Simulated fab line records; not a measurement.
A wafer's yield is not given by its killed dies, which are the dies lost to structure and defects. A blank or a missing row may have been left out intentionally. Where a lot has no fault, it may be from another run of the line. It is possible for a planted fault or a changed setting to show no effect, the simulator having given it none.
Which tool was responsible? + flow sky130 + 72 wafers from 24 lots sampled at 4 of the route's 708 steps

WHAT THE GAUGES SHOWED, per wafer
SKY_LOCAL_INTERCONNECT_THK_MEAS_02: measures by xrf.
| lot  | measured     | on            | LOCAL_INTERCONNECT_TIN_THK (nm) |
|------|--------------|---------------|---------------------------------|
| L074 | day 29 13:07 | film metro-03 | 100.1 101.8 100.4               |
| L075 | day 30 00:57 | film metro-01 | 99.2 101.7 98.7                 |
| L076 | day 30 07:55 | film metro-01 | 97.7 100.4 99.2                 |
| L077 | day 31 01:51 | film metro-04 | 97.4 98.4 99.8                  |
| L078 | day 31 02:12 | film metro-04 | 102.1 100.4 100.6               |
| L079 | day 31 13:56 | film metro-03 | 103.1 101.0 102.8               |
| L080 | day 32 03:02 | film metro-01 | 101.1 100.3 101.1               |
| L081 | day 32 09:08 | film metro-01 | 100.4 99.0 97.8                 |
| L082 | day 33 06:34 | film metro-01 | 98.5 99.6 100.5                 |
| L083 | day 33 11:27 | film metro-03 | 99.7 100.9 100.5                |
| L084 | day 33 15:33 | film metro-01 | 99.9 99.0 99.9                  |
| L086 | day 33 19:44 | film metro-04 | 98.7 98.9 98.1                  |
| L085 | day 33 21:31 | film metro-03 | 101.0 100.2 99.6                |
| L087 | day 34 08:13 | film metro-01 | 100.6 99.7 99.5                 |
| L088 | day 34 11:01 | film metro-01 | 98.2 100.7 100.7                |
| L089 | day 34 21:36 | film metro-04 | 99.4 99.4 100.4                 |
| L090 | day 34 23:23 | film metro-01 | 98.3 96.8 98.9                  |
| L091 | day 35 08:20 | film metro-03 | 100.2 101.6 100.9               |
| L092 | day 35 14:01 | film metro-01 | 99.1 97.7 100.3                 |
| L093 | day 35 20:10 | film metro-03 | 99.5 100.7 102.6                |
| L095 | day 36 15:46 | film metro-04 | 100.8 97.9 99.0                 |
| L094 | day 36 19:41 | film metro-04 | 100.3 100.7 100.3               |
| L096 | day 37 00:16 | film metro-04 | 99.4 100.5 100.5                |
| L097 | day 37 00:32 | film metro-04 | 99.6 97.8 97.4                  |

SKY_METAL4_OVL_MEAS_14.
| lot  | measured     | on         | METAL4_OVL (nm) |
|------|--------------|------------|-----------------|
| L074 | day 42 06:12 | overlay-02 | -2 -2 0         |
| L075 | day 42 14:11 | overlay-02 | 11 9 3          |
| L076 | day 42 21:04 | overlay-01 | 4 4 -2          |
| L077 | day 43 11:19 | overlay-01 | 3 10 2          |
| L078 | day 43 13:39 | overlay-02 | 9 6 12          |
| L079 | day 43 23:16 | overlay-02 | 5 -5 5          |
| L080 | day 44 07:35 | overlay-02 | -13 1 -13       |
| L081 | day 44 13:38 | overlay-02 | 5 0 12          |
| L082 | day 45 06:38 | overlay-01 | 9 6 11          |
| L083 | day 45 12:37 | overlay-02 | 9 7 4           |
| L084 | day 45 13:16 | overlay-01 | 6 7 10          |
| L086 | day 45 19:32 | overlay-01 | -3 -3 5         |
| L085 | day 45 18:54 | overlay-01 | 4 1 -3          |
| L087 | day 46 02:30 | overlay-01 | 11 7 2          |
| L088 | day 46 04:20 | overlay-02 | 1 0 -3          |
| L089 | day 46 15:32 | overlay-02 | 9 8 8           |
| L090 | day 46 16:51 | overlay-01 | -2 -7 -3        |
| L091 | day 46 22:52 | overlay-01 | -8 1 -6         |
| L092 | day 47 01:02 | overlay-02 | 6 2 -4          |
| L093 | day 47 08:11 | overlay-01 | 4 13 -5         |
| L095 | day 47 22:25 | overlay-02 | -11 -9 8        |
| L094 | day 48 02:04 | overlay-02 | 7 -3 0          |
| L096 | day 48 04:22 | overlay-01 | 1 7 4           |
| L097 | day 48 05:11 | overlay-02 | -2 -11 0        |

SKY_METAL5_THK_MEAS_06: measures by xrf.
| lot  | measured     | on            | METAL5_ALCU_THK (nm) |
|------|--------------|---------------|----------------------|
| L074 | day 43 09:35 | film metro-03 | 1137 1154 1148       |
| L075 | day 43 16:49 | film metro-01 | 1147 1179 1173       |
| L076 | day 43 23:55 | film metro-03 | 1135 1169 1162       |
| L077 | day 44 13:46 | film metro-01 | 1126 1180 1162       |
| L078 | day 44 15:17 | film metro-03 | 1168 1145 1173       |
| L079 | day 45 00:56 | film metro-03 | 1154 1119 1145       |
| L080 | day 45 08:02 | film metro-01 | 1170 1164 1165       |
| L081 | day 45 14:28 | film metro-02 | 1130 1129 1145       |
| L082 | day 46 07:53 | film metro-01 | 1138 1122 1163       |
| L083 | day 46 13:40 | film metro-01 | 1154 1138 1144       |
| L084 | day 46 13:53 | film metro-02 | 1147 1128 1144       |
| L086 | day 46 19:59 | film metro-03 | 1126 1146 1124       |
| L085 | day 46 18:25 | film metro-02 | 1167 1158 1162       |
| L087 | day 47 02:36 | film metro-03 | 1151 1156 1160       |
| L088 | day 47 04:34 | film metro-01 | 1148 1155 1153       |
| L089 | day 47 14:56 | film metro-01 | 1141 1130 1118       |
| L090 | day 47 16:14 | film metro-01 | 1142 1151 1158       |
| L091 | day 47 22:29 | film metro-02 | 1165 1126 1135       |
| L092 | day 48 01:13 | film metro-02 | 1155 1167 1158       |
| L093 | day 48 07:51 | film metro-01 | 1154 1143 1139       |
| L095 | day 48 21:04 | film metro-01 | 1125 1144 1150       |
| L094 | day 49 01:07 | film metro-03 | 1149 1154 1165       |
| L096 | day 49 02:15 | film metro-03 | 1177 1159 1173       |
| L097 | day 49 03:19 | film metro-03 | 1166 1186 1161       |

WHAT TOOL EACH LOT RAN ON (gives the tool, then ch and the chambers of the sampled wafers, and finally the start)
| lot  | SKY_LOCAL_INTERCONNECT_SPUTTER_00 |
|------|-----------------------------------|
| L074 | pvd sputter-04, day 29 12:55      |
| L075 | pvd sputter-04, day 30 00:46      |
| L076 | pvd sputter-04, day 30 07:44      |
| L077 | pvd sputter-04, day 31 01:40      |
| L078 | pvd sputter-02, day 31 02:01      |
| L079 | pvd sputter-04, day 31 13:46      |
| L080 | pvd sputter-02, day 32 02:50      |
| L081 | pvd sputter-01, day 32 08:53      |
| L082 | pvd sputter-04, day 33 06:23      |
| L083 | pvd sputter-02, day 33 11:16      |
| L084 | pvd sputter-04, day 33 15:22      |
| L086 | pvd sputter-04, day 33 19:34      |
| L085 | pvd sputter-04, day 33 21:19      |
| L087 | pvd sputter-01, day 34 08:02      |
| L088 | pvd sputter-01, day 34 10:50      |
| L089 | pvd sputter-04, day 34 21:25      |
| L090 | pvd sputter-04, day 34 23:11      |
| L091 | pvd sputter-04, day 35 08:08      |
| L092 | pvd sputter-04, day 35 13:50      |
| L093 | pvd sputter-01, day 35 19:58      |
| L095 | pvd sputter-01, day 36 15:35      |
| L094 | pvd sputter-02, day 36 19:29      |
| L096 | pvd sputter-04, day 37 00:03      |
| L097 | pvd sputter-01, day 37 00:21      |
- SKY_LOCAL_INTERCONNECT_SPUTTER_00: material TiN, target thk 100 nm, time 83.3 s.

AS READ BY THE TOOLS THEMSELVES (means over the sampled wafers that have a number; for cases with no such wafer, the mark the record gives instead)
SKY_LOCAL_INTERCONNECT_SPUTTER_00.
| lot  | tool           | throttle valve pct (%) |
|------|----------------|------------------------|
| L074 | pvd sputter-04 | 29.6                   |
| L075 | pvd sputter-04 | 30.1                   |
| L076 | pvd sputter-04 | 29.7                   |
| L077 | pvd sputter-04 | 30.0                   |
| L078 | pvd sputter-02 | 30.6                   |
| L079 | pvd sputter-04 | 29.7                   |
| L080 | pvd sputter-02 | 30.3                   |
| L081 | pvd sputter-01 | 29.6                   |
| L082 | pvd sputter-04 | 29.6                   |
| L083 | pvd sputter-02 | 29.3                   |
| L084 | pvd sputter-04 | 29.2                   |
| L086 | pvd sputter-04 | 29.7                   |
| L085 | pvd sputter-04 | 29.7                   |
| L087 | pvd sputter-01 | 30.0                   |
| L088 | pvd sputter-01 | 30.4                   |
| L089 | pvd sputter-04 | 29.8                   |
| L090 | pvd sputter-04 | 30.4                   |
| L091 | pvd sputter-04 | 30.1                   |
| L092 | pvd sputter-04 | 29.9                   |
| L093 | pvd sputter-01 | 29.7                   |
| L095 | pvd sputter-01 | 30.5                   |
| L094 | pvd sputter-02 | 29.2                   |
| L096 | pvd sputter-04 | 29.7                   |
| L097 | pvd sputter-01 | 29.1                   |

THE ANSWER, worked out from the rows above alone
Rule: the lots themselves supply what counts as usual. Put in order of their means at a reading, lots are off if they are a third of the lots or fewer, leave a main group of 4 or more, and stand apart from it by a gap of 3 or more times the standard deviation of the main group's means; of several such gaps the widest counts. Not used: any main group whose means are identical at the precision the tables above print for the reading. Also off: a lot with no number at a reading for which 4 or more lots have one. Where the step has rows for the other lots, those lots are counted as sound. Order of review: gauges by route order, followed by the tools' own readings, for which a lot's mean as printed above is used. The first step at which some lot is off is used, and at that step the reading that is off furthest; a lot without a number counts as furthest.
No lot is off on any of the readings shown, so nothing can be concluded from this.

WHAT THE SIMULATOR HAD INSERTED
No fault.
